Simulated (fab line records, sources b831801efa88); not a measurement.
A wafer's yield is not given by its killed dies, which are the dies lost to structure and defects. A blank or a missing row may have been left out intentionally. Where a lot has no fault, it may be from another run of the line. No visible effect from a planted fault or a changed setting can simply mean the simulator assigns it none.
Matching of chambers :: flow sky130 :: 4 sister chambers for SKY_POLY_GATE_ETCH_15 on rie-diel-02
The step etches BARC in N2/H2, stops on SiO2, time 118.5 s, target depth 110 nm. 14 wafers are shown with their chamber, then 7 later ones without.

## WAFERS, EACH WITH ITS CHAMBER
wafer: L477.3
chamber: 0
drypump-motor-current-A (A): 5.8
throttle-valve-pct (%): 13.220
oes-product-au (a.u.): 0.712

wafer: L477.5
chamber: 3
drypump-motor-current-A (A): 6.1
throttle-valve-pct (%): 13.226
oes-product-au (a.u.): 0.717

wafer: L477.6
chamber: 0
drypump-motor-current-A (A): 5.8
throttle-valve-pct (%): 13.208
oes-product-au (a.u.): 0.710

wafer: L478.2
chamber: 1
drypump-motor-current-A (A): 5.5
throttle-valve-pct (%): 13.199
oes-product-au (a.u.): 0.725

wafer: L478.5
chamber: 0
drypump-motor-current-A (A): 5.8
throttle-valve-pct (%): 13.190
oes-product-au (a.u.): 0.712

wafer: L478.6
chamber: 1
drypump-motor-current-A (A): 5.5
throttle-valve-pct (%): 13.204
oes-product-au (a.u.): 0.714

wafer: L484.2
chamber: 2
drypump-motor-current-A (A): 5.9
throttle-valve-pct (%): 13.223
oes-product-au (a.u.): 0.719

wafer: L484.4
chamber: 1
drypump-motor-current-A (A): 5.4
throttle-valve-pct (%): 13.197
oes-product-au (a.u.): 0.714

wafer: L484.6
chamber: 1
drypump-motor-current-A (A): 5.5
throttle-valve-pct (%): 13.211
oes-product-au (a.u.): 0.722

wafer: L487.4
chamber: 0
drypump-motor-current-A (A): 5.8
throttle-valve-pct (%): 13.221
oes-product-au (a.u.): 0.722

wafer: L487.5
chamber: 0
drypump-motor-current-A (A): 5.8
throttle-valve-pct (%): 13.200
oes-product-au (a.u.): 0.722

wafer: L487.6
chamber: 3
drypump-motor-current-A (A): 6.1
throttle-valve-pct (%): 13.230
oes-product-au (a.u.): 0.712

wafer: L490.3
chamber: 3
drypump-motor-current-A (A): 6.1
throttle-valve-pct (%): 13.213
oes-product-au (a.u.): 0.714

wafer: L490.4
chamber: 3
drypump-motor-current-A (A): 6.1
throttle-valve-pct (%): 13.212
oes-product-au (a.u.): 0.715

SIGNATURES, as means of the wafers listed above
reading: drypump-motor-current-A
chamber 0: 5.800
chamber 1: 5.475
chamber 2: 5.900
chamber 3: 6.100
scatter within a chamber: 0.0274

reading: throttle-valve-pct
chamber 0: 13.20780
chamber 1: 13.20275
chamber 2: 13.22300
chamber 3: 13.22025
scatter within a chamber: 0.0103

reading: oes-product-au
chamber 0: 0.71560
chamber 1: 0.71875
chamber 2: 0.71900
chamber 3: 0.71450
scatter within a chamber: 0.00497
Rule: a wafer lies at a distance from a chamber equal to the root of the sum of squares, over the readings, of (its reading less the chamber's mean, divided by the reading's scatter). If the next closest chamber is less than 2 further off than the closest, the wafer can't be placed; otherwise it belongs to the closest. The scatter is the square root of a quotient: the sum, over the shown wafers, of each reading's squared deviation from its chamber's mean, divided by wafers minus chambers.

## WAFERS MISSING THEIR CHAMBER
wafer: L490.5
drypump-motor-current-A (A): 5.8
throttle-valve-pct (%): 13.216
oes-product-au (a.u.): 0.714

wafer: L492.1
drypump-motor-current-A (A): 5.9
throttle-valve-pct (%): 13.205
oes-product-au (a.u.): 0.718

wafer: L492.5
drypump-motor-current-A (A): 6.1
throttle-valve-pct (%): 13.205
oes-product-au (a.u.): 0.717

wafer: L492.6
drypump-motor-current-A (A): 5.8
throttle-valve-pct (%): 13.228
oes-product-au (a.u.): 0.707

wafer: L494.1
drypump-motor-current-A (A): 6.1
throttle-valve-pct (%): 13.189
oes-product-au (a.u.): 0.713

wafer: L494.5
drypump-motor-current-A (A): 5.5
throttle-valve-pct (%): 13.211
oes-product-au (a.u.): 0.715

wafer: L494.6
drypump-motor-current-A (A): 5.9
throttle-valve-pct (%): 13.213
oes-product-au (a.u.): 0.720

## CHAMBER TAKEN BY EACH
wafer: L490.5
from the rows above: 0
in truth: 0

wafer: L492.1
from the rows above: can't be placed: 2 or 0
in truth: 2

wafer: L492.5
from the rows above: 3
in truth: 3

wafer: L492.6
from the rows above: can't be placed: 0 or 2
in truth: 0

wafer: L494.1
from the rows above: 3
in truth: 3

wafer: L494.5
from the rows above: 1
in truth: 1

wafer: L494.6
from the rows above: 2
in truth: 2
5 of 7 placed correctly. Not placeable from these rows: 2 (in 2, the candidates include the true chamber). Placed wrongly: 0.
